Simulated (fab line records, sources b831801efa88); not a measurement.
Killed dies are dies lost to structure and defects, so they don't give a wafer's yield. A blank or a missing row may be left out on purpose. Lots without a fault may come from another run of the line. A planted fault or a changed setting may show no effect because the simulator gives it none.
A struck lot beside a sound one | flow sky130 | 24 steps out of a route of 708
Sound: wafers L533.1, L533.4, L533.5. Struck: wafers L544.2, L544.5, L544.6. The cause comes at the end.
At each step with rows: each side's tool, then ch and its chambers, then its first start. Under that, the readings that differ: sound wafers | struck wafers | difference of the means | sigmas: that difference in standard deviations of wafers without a fault.
alike: readings whose means differ by less than 2 such deviations, and words and numbers that are the same on both sides. not compared: withheld readings, readings that some wafer has no value for, bounds like >300 that may hide the same value, and numbers for which the record gives no deviation and whose values overlap.
The two part at a step that has a row with sigmas, a row that says differs or no value, or rows on one side only. Numbers that don't overlap but have no deviation are shown without sigmas and don't part them. A reading that every wafer of one side lacks parts them only if that side has two wafers or more.

first, 6 steps without rows for these wafers: SKY_PWDE_HMDS_01 (prime time 60 s); SKY_PWDE_COAT_02 (resist thk 3000 nm); SKY_PWDE_SOFTBAKE_03; SKY_PWDE_EXPOSE_04 (exposes mask PWDEM, target cd 840 nm); SKY_PWDE_PEB_05; SKY_PWDE_DEVELOP_06 (develop time 60 s).
SKY_PWDE_OVL_MEAS_07:
  sound on overlay-02, day 4 14:14; struck on overlay-02, day 7 05:47
  alike: PWDE_OVL
then, 1 step without rows for these wafers: SKY_PWDE_IMPLANT_08.
SKY_PWDE_STRIP_09: strips in O2/N2.
  sound on plasma_asher-04 ch 0,1, day 4 14:25; struck on plasma_asher-02 ch 0,1, day 7 05:58
  alike: drypump_motor_current_A, oes_product_au, strip_time_to_endpoint_s
  not compared: rf_hours_counter_h
SKY_PWDE_TW_MEAS_10:
  sound on film_metro-04, day 4 14:31; struck on film_metro-04, day 7 06:05
  alike: PWDE_TW
then, 2 steps without rows for these wafers: SKY_NWELL_DEHYDRATE_03 (time 60 s); SKY_NWELL_HMDS_04 (prime time 60 s).
SKY_NWELL_COAT_05: resist thk 3000 nm.
  sound on litho_track-03 ch 0, day 4 22:43; struck on litho_track-03 ch 0, day 7 16:15
  reading                                 | sound          | struck         | difference | sigmas
  model.coat_of_NWELL_COAT_05.thk_nm (nm) | 3019 3010 3007 | 1160 1155 1160 | -1854      |
then, 3 steps without rows for these wafers: SKY_NWELL_SOFTBAKE_06; SKY_NWELL_EXPOSE_07 (exposes mask NWM, target cd 840 nm); SKY_NWELL_PEB_08.
SKY_NWELL_DEVELOP_09: develop time 60 s.
  sound on litho_track-01 ch 0; struck on litho_track-03 ch 0
  reading                                 | sound          | struck         | difference | sigmas
  model.coat_of_NWELL_COAT_05.thk_nm (nm) | 3015 3006 3003 | 1156 1151 1156 | -1854      |
SKY_NWELL_OVL_MEAS_10:
  sound on overlay-02, day 5 07:49; struck on overlay-01, day 8 02:11
  alike: NWELL_00_OVL
then, 3 steps without rows for these wafers: SKY_NWELL_IMPLANT_11; SKY_NWELL_IMPLANT_12; SKY_NWELL_IMPLANT_13.
SKY_NWELL_STRIP_14: strips in O2/N2.
  sound on plasma_asher-01 ch 0,1, day 5 08:19; struck on plasma_asher-01 ch 0,1, day 8 02:40
  reading                      | sound             | struck            | difference | sigmas
  strip_time_to_endpoint_s (s) | 37.15 37.02 36.99 | 15.38 15.31 15.39 | -21.69     | -99 or more
  alike: drypump_motor_current_A, oes_product_au
  not compared: rf_hours_counter_h
SKY_NWELL_TW_MEAS_15:
  sound on film_metro-02, day 5 08:25; struck on film_metro-02, day 8 02:46
  alike: NWELL_TW
-- the record jumps here: 41 days lie between the struck wafers' starts before and after (it left off in module NWELL and takes up again in module PAD_OPEN, whose first step shown is number 708 of the route) --
SKY_PAD_OPEN_PROBE_99:
  sound on prober-01, day 46 11:12; struck on prober-01, day 49 03:49
  reading                                     | sound                         | struck                        | difference | sigmas
  killed_at_other                             | 0 0 0                         | 1 2 1                         | +1         | +2
  model.etest.pfet_16v.r_on_ohm_um            | 1.536e+04 1.538e+04 1.56e+04  | 1.669e+04 1.672e+04 1.67e+04  | +1.257e+03 |
  model.etest.nfet_16v.r_on_ohm_um            | 1.411e+04 1.403e+04 1.417e+04 | 1.327e+04 1.338e+04 1.349e+04 | -7.233e+02 |
  model.etest.res_nwell.line_ohm_um           | 1142 1149 1144                | 950.7 964.6 953.6             | -188.7     |
  model.etest.res_nwell.width_nm (nm)         | 848.3 846.5 849.2             | 995.7 995.4 1001              | +149.4     |
  model.etest.res_iso_pwell.width_nm (nm)     | 2633 2628 2616                | 2558 2557 2535                | -76        |
  model.etest.pfet_16v.drive_ua_um            | 243.2 239.8 238.6             | 214.8 215.1 212.6             | -26.4      |
  model.etest.nfet_16v.drive_ua_um            | 220.4 217.9 216.1             | 229.3 229.5 224.6             | +9.7       |
  model.etest.iso_nwell_nwell.leak_log10_a_um | -13.54 -13.72 -13.29          | -12.63 -12.75 -12.8           | +0.79      |
  alike: killed_at_M0_to_M3, killed_at_M4_up, killed_at_contacts, killed_at_front_end, killed_dies, killed_open, killed_short

WHERE THEY PART
First at SKY_NWELL_STRIP_14; last, within this record, at SKY_PAD_OPEN_PROBE_99.

WHY: what the simulator had put in
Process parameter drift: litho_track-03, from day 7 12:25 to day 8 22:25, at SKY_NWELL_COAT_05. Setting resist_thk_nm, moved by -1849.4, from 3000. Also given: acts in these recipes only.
